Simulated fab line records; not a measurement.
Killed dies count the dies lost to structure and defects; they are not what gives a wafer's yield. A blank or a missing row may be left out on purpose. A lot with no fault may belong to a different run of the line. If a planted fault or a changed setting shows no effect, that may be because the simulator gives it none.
Which tool was responsible?    flow sky130    18 wafers from 6 lots sampled at 2 of the route's 708 steps

## WHAT THE GAUGES SHOWED, per wafer
SKY_LDD_HVP_TW_MEAS_10.
lot   measured      on             LDD_HVP_TW
L277  day 22 13:00  film-metro-04  460 460 458
L283  day 25 02:30  film-metro-01  407 408 411
L289  day 27 13:24  film-metro-01  454 455 456
L291  day 27 20:03  film-metro-03  444 444 444
L293  day 28 05:13  film-metro-01  457 456 457
L296  day 29 18:36  film-metro-03  450 452 450

## WHICH TOOL RAN EACH LOT (tool, then ch and the chambers of the sampled wafers, then the start)
lot   SKY_LDD_HVP_IMPLANT_08
L277  implanter-01 ch 0, day 22 12:46
L283  implanter-03 ch 0, day 25 02:16
L289  implanter-04 ch 0, day 27 13:09
L291  implanter-04 ch 0, day 27 19:48
L293  implanter-04 ch 0, day 28 04:58
L296  implanter-03 ch 0, day 29 18:21
- SKY_LDD_HVP_IMPLANT_08

## THE ANSWER, worked out from the rows above alone
Rule: usual is defined by the lots themselves. Put in order of their means at a reading, lots are off if they are a third of the lots or fewer, leave a main group of 4 or more, and stand apart from it by a gap of 3 or more times the standard deviation of the main group's means; of several such gaps the widest counts. A main group whose means are all the same, to the digits that the tables above print for the reading, isn't used. Also off: a lot with no number at a reading for which 4 or more lots have one. All remaining lots with rows at the step are treated as sound.
Off: L283, seen at SKY_LDD_HVP_TW_MEAS_10 (LDD_HVP_TW). For the main group the mean is 453 and the standard deviation 5.4.
A tool fits if, at a process step before that reading, it ran every lot that is off, and no sound lot after the first of them. The gauges at SKY_LDD_HVP_TW_MEAS_10 are tried like those tools. Of those tried, none fits.

## WHAT THE SIMULATOR HAD INSERTED
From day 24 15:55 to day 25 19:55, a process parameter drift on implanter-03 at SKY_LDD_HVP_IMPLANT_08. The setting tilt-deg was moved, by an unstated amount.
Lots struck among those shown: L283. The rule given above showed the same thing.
